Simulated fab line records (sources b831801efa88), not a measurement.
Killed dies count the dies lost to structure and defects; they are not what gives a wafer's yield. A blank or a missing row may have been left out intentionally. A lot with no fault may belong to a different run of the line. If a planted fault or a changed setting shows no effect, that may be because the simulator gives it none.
A single fault, viewed from 2 desks || flow sky130 || each desk holds nothing but its own numbers, with what lay behind them at the end

== DESK OF THE TOOL OWNER: pecvd-03 ==
The tool's own readings at SKY_PASSIVATION_CVD_02 (deposits Si3N4, target thk 540 nm): means of the sampled wafers that have a number, for each lot that ran on this tool. The brackets show how far a lot's mean lies from the usual mean; more than 4 standard deviations puts the lot out of limits, marked OUT.
Columns: A = heater-power-w at SKY_PASSIVATION_CVD_02, usual 730 W; B = rf-fwd-power-W at SKY_PASSIVATION_CVD_02, usual 448.8 W
{"lot": "L967", "first seen here": "day 44 07:27", "A": 833, "B": 448.0}
{"lot": "L970", "first seen here": "day 45 09:49", "A": 826, "B": 448.8}
{"lot": "L972", "first seen here": "day 45 19:37", "A": 799, "B": "388.5 (-43) OUT"}
{"lot": "L978", "first seen here": "day 47 11:22", "A": 818, "B": 446.5}
{"lot": "L979", "first seen here": "day 47 13:07", "A": 731, "B": 449.0}
Finding of this desk: L972 out of limits; the first was L972 at day 45 19:37, on rf-fwd-power-W at SKY_PASSIVATION_CVD_02. Within limits: L967, L970, L978, L979.

== THE METROLOGY DESK ==
Means of the sampled wafers that have a number, per lot and without regard to the tool the lot ran on: this is what the gauges read. The brackets show how far a lot's mean lies from the usual mean; more than 4 standard deviations puts the lot out of limits, marked OUT.
Columns: A = PASSIVATION_CVD_02_THK at SKY_PASSIVATION_THK_MEAS_03, usual 540 nm; B = PAD_OPEN_BOW at SKY_PAD_OPEN_BOW_MEAS_13, usual 46 um
{"lot": "L966", "first seen here": "day 43 23:22", "A": 541, "B": 66}
{"lot": "L967", "first seen here": "day 44 07:41", "A": 544, "B": 44}
{"lot": "L970", "first seen here": "day 45 10:02", "A": 547, "B": 46}
{"lot": "L972", "first seen here": "day 45 19:50", "A": "510 (-4.2) OUT", "B": 40}
{"lot": "L974", "first seen here": "day 46 13:23", "A": 532, "B": 42}
{"lot": "L977", "first seen here": "day 47 05:47", "A": 547, "B": 42}
{"lot": "L978", "first seen here": "day 47 11:37", "A": 544, "B": 45}
{"lot": "L979", "first seen here": "day 47 13:28", "A": 538, "B": 44}
{"lot": "L980", "first seen here": "day 47 21:35", "A": 541, "B": 39}
{"lot": "L985", "first seen here": "day 49 21:04", "A": 536, "B": 46}
This desk's result: L972 out of limits, first on L972 (PASSIVATION_CVD_02_THK at SKY_PASSIVATION_THK_MEAS_03), day 45 19:50. Within limits: L966, L967, L970, L974, L977, L978, L979, L980, L985.

== BROUGHT TOGETHER ==
The tool owner's desk had the chance to raise an alarm at day 45 19:37 on L972.
L972 would have let the metrology desk raise an alarm at day 45 19:50.
All the named lots went through SKY_PASSIVATION_CVD_02 on pecvd-03.

== WHAT WAS PUT IN BY THE SIMULATOR ==
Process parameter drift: pecvd-03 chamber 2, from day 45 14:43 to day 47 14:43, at SKY_PASSIVATION_CVD_02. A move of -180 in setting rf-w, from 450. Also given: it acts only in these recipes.
Struck lots among those shown: L972.
Counting hours from when the fault started, the first reading out of limits came at 5 for the tool owner's desk and at 5 for the metrology desk.
